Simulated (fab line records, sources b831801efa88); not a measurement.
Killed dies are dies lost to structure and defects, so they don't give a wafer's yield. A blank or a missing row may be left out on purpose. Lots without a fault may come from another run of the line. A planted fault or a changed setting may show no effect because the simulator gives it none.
Chamber matching | flow gf180mcu | GF_V4_CVD_00 on hdpcvd-02: 3 sister chambers
The step deposits SiO2, target thk 600 nm, time 100 s. 6 wafers are shown with their chamber, then 8 later ones without.

WAFERS WITH THEIR CHAMBER
wafer  | chamber | sih4_flow_sccm (sccm)
L974.5 | 2       | 60.06
L974.6 | 0       | 60.15
L975.1 | 1       | 60.10
L975.3 | 2       | 59.93
L975.6 | 1       | 59.96
L986.2 | 0       | 60.05

WAFERS WITHOUT THEIR CHAMBER
wafer  | sih4_flow_sccm (sccm)
L986.3 | 59.82
L986.4 | 60.02
L988.1 | 60.06
L988.2 | 60.09
L988.3 | 60.02
L989.2 | 60.15
L989.5 | 59.74
L989.6 | 59.90

WHICH CHAMBER EACH WENT THROUGH
wafer  | from the rows above          | in truth
L986.3 | can't be placed: 2 or 1 or 0 | 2
L986.4 | can't be placed: 1 or 2 or 0 | 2
L988.1 | can't be placed: 1 or 0 or 2 | 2
L988.2 | can't be placed: 0 or 1 or 2 | 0
L988.3 | can't be placed: 1 or 2 or 0 | 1
L989.2 | can't be placed: 0 or 1 or 2 | 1
L989.5 | can't be placed: 2 or 1 or 0 | 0
L989.6 | can't be placed: 2 or 1 or 0 | 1
Placed correctly: 0 of 8. Can't be placed from these rows: 8 (the true chamber is among the candidates in 8). Placed wrongly: 0.
How it was worked out, from the rows above alone: a wafer's distance from a chamber is the root of the sum, over the readings, of the square of ((its reading less the chamber's mean) divided by the reading's scatter). The wafer belongs to the nearest chamber; if the next one is less than 2 further off, it can't be placed. A chamber's mean is the mean of its shown wafers. The scatter: the root of (the sum of the squares of (reading less its chamber's mean) over the shown wafers, divided by (wafers less chambers)).
